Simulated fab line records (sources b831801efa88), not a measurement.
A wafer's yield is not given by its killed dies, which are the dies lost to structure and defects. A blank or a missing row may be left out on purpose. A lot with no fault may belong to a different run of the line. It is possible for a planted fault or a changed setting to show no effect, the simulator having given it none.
Which of the tools did it? | flow sky130 | 8 lots with 24 wafers sampled at 6 steps, on a route of 708 steps

== WHAT THE GAUGES READ, wafer by wafer ==
SKY_FIELD_ISO_BOW_MEAS_00.
lot  | measured    | on           | INCOMING_BOW (um)
L112 | day 1 10:01 | filmMetro-02 | -6 -11 4
L113 | day 1 15:00 | filmMetro-02 | -4 0 11
L123 | day 3 17:02 | filmMetro-04 | 6 -2 -3
L125 | day 4 03:01 | filmMetro-02 | 10 -13 -2
L126 | day 4 08:00 | filmMetro-02 | 4 3 3
L127 | day 4 13:00 | filmMetro-01 | -2 2 10
L132 | day 5 14:02 | filmMetro-01 | -7 3 14
L135 | day 6 05:00 | filmMetro-04 | -14 3 -6

SKY_PWDE_TW_MEAS_10.
lot  | measured    | on           | PWDE_TW
L112 | day 4 00:19 | filmMetro-03 | 373.8 374.1 372.9
L113 | day 4 05:52 | filmMetro-03 | 372.0 374.8 375.4
L123 | day 6 22:09 | filmMetro-01 | 383.9 382.5 383.5 381.4 380.4 382.5
L125 | day 7 01:52 | filmMetro-01 | 385.8 386.4 385.9 386.6 386.0 386.7
L126 | day 7 08:52 | filmMetro-03 | 375.3 373.4 376.4
L127 | day 7 15:02 | filmMetro-03 | 373.3 375.3 373.5
L132 | day 8 18:51 | filmMetro-03 | 372.7 372.8 374.6
L135 | day 9 13:32 | filmMetro-02 | 372.3 371.2 369.4

SKY_NWELL_RS_MEAS_31: uses a four-point probe to measure.
lot  | measured     | on           | PWDE_RS (ohm/sq)
L112 | day 5 11:41  | filmMetro-03 | 5290 5283 5283
L113 | day 5 17:40  | filmMetro-03 | 5276 5280 5275
L123 | day 8 15:24  | filmMetro-03 | 4899 4891 4887 4886 4874 4895
L125 | day 8 19:39  | filmMetro-03 | 4889 4899 4888 4900 4890 4883
L126 | day 9 03:01  | filmMetro-03 | 5287 5282 5274
L127 | day 9 09:55  | filmMetro-01 | 5304 5292 5263
L132 | day 10 15:48 | filmMetro-03 | 5263 5248 5238
L135 | day 11 12:20 | filmMetro-02 | 5287 5280 5274

SKY_VT_ADJUST_LVTN_OVL_MEAS_07.
lot  | measured     | on         | VT_ADJUST_LVTN_OVL (nm)
L112 | day 7 02:06  | overlay-02 | 0.6 1.3 1.0
L113 | day 7 08:49  | overlay-02 | 0.6 -1.9 2.8
L123 | day 10 11:01 | overlay-02 | 1.0 1.5 0.0
L125 | day 10 16:59 | overlay-02 | 1.2 0.6 2.2
L126 | day 11 00:09 | overlay-02 | 1.7 1.2 0.2
L127 | day 11 06:09 | overlay-01 | -0.8 1.5 -0.2
L132 | day 12 15:55 | overlay-02 | 1.0 0.3 -0.4
L135 | day 13 13:47 | overlay-02 | 3.3 2.5 0.0

SKY_VT_ADJUST_LVTN_TW_MEAS_10.
lot  | measured     | on           | VT_ADJUST_LVTN_TW
L112 | day 7 02:23  | filmMetro-01 | 241.2 242.1 242.5
L113 | day 7 09:07  | filmMetro-04 | 237.9 238.2 237.5
L123 | day 10 11:19 | filmMetro-01 | 241.9 241.3 242.0
L125 | day 10 17:16 | filmMetro-04 | 237.7 236.9 238.0
L126 | day 11 00:26 | filmMetro-01 | 240.8 239.6 241.1
L127 | day 11 06:26 | filmMetro-03 | 239.1 239.5 239.4
L132 | day 12 16:13 | filmMetro-03 | 240.0 241.1 241.8
L135 | day 13 14:05 | filmMetro-04 | 237.1 236.5 237.1

== TOOL THAT RAN EACH LOT (tool first, then ch and the chambers of the sampled wafers, then the start) ==
lot  | SKY_PWDE_IMPLANT_08
L112 | implanter-04 ch 0, day 4 00:05
L113 | implanter-02 ch 0, day 4 05:37
L123 | implanter-01 ch 0, day 6 21:56
L125 | implanter-01 ch 0, day 7 01:38
L126 | implanter-04 ch 0, day 7 08:37
L127 | implanter-04 ch 0, day 7 14:47
L132 | implanter-02 ch 0, day 8 18:38
L135 | implanter-02 ch 0, day 9 13:17
- SKY_PWDE_IMPLANT_08

== WHAT THE TOOLS THEMSELVES READ (means of the sampled wafers that have a number; where no wafer has one, the mark that the record gives instead) ==
SKY_PWDE_IMPLANT_08.
lot  | tool         | beamOnS (s) | endStationPressureTorr (Torr) | faradayCurrentUA
L112 | implanter-04 | 10.03       | 5.28e-06                      | 20.3
L113 | implanter-02 | 9.90        | 5.00e-06                      | 20.5
L123 | implanter-01 | 11.11       | 6.50e-05                      | 17.8
L125 | implanter-01 | 11.30       | 6.59e-05                      | 17.4
L126 | implanter-04 | 10.02       | 5.24e-06                      | 20.3
L127 | implanter-04 | 9.85        | 5.13e-06                      | 20.6
L132 | implanter-02 | 9.90        | 5.18e-06                      | 20.5
L135 | implanter-02 | 10.11       | 4.92e-06                      | 20.1

== THE ANSWER, worked out from the rows above alone ==
Rule: the usual values come from the lots themselves. The widest of any qualifying gaps counts: lots, ordered by their means at a reading, are off when they make up no more than a third of the lots, leave a main group of 4 or more, and stand apart from it by 3 or more times the standard deviation of that group's means. The tables above print the reading to a certain number of digits; a main group whose means all agree to those digits is not used. Also off: a lot with no number at a reading for which 4 or more lots have one. The other lots that the step has rows for count as sound. Order of review: gauges by route order, followed by the tools' own readings, for which a lot's mean as printed above is used. At the first step where some lot is off, the reading lying furthest off is the one used; lots without a number count as furthest.
Off: L123, L125, at SKY_PWDE_TW_MEAS_10 (PWDE_TW). For the main group the mean is 373.5 and the standard deviation 1.3.
If a tool, at a process step before that reading, ran all the lots that are off and no sound lot after the first of them, it fits. The gauges at SKY_PWDE_TW_MEAS_10 aren't tried: what is off there is off at SKY_NWELL_RS_MEAS_31 too, on other tools, and a gauge's error can't cause that. One fits: implanter-01 at SKY_PWDE_IMPLANT_08. It ran no sound lot before its first lot that is off in this sample, so the start can't be narrowed down.
The tool's own readings at SKY_PWDE_IMPLANT_08 bear it out: on the lots that are off they differ by more than 5 times the standard deviation of the sound lots' means. beamOnS reads 11.21 s there against 9.97 s on the sound lots; endStationPressureTorr reads 6.54e-05 Torr there against 5.13e-06 Torr on the sound lots; faradayCurrentUA reads 17.6 there against 20.4 on the sound lots.

== WHAT THE SIMULATOR PUT IN ==
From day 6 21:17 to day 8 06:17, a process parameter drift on implanter-01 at SKY_PWDE_IMPLANT_08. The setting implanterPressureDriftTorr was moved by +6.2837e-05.
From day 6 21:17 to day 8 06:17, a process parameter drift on implanter-01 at SKY_PWDE_IMPLANT_08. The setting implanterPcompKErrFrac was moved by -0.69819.
Shown lots that were struck: L123, L125. This agrees with what the rule above found.
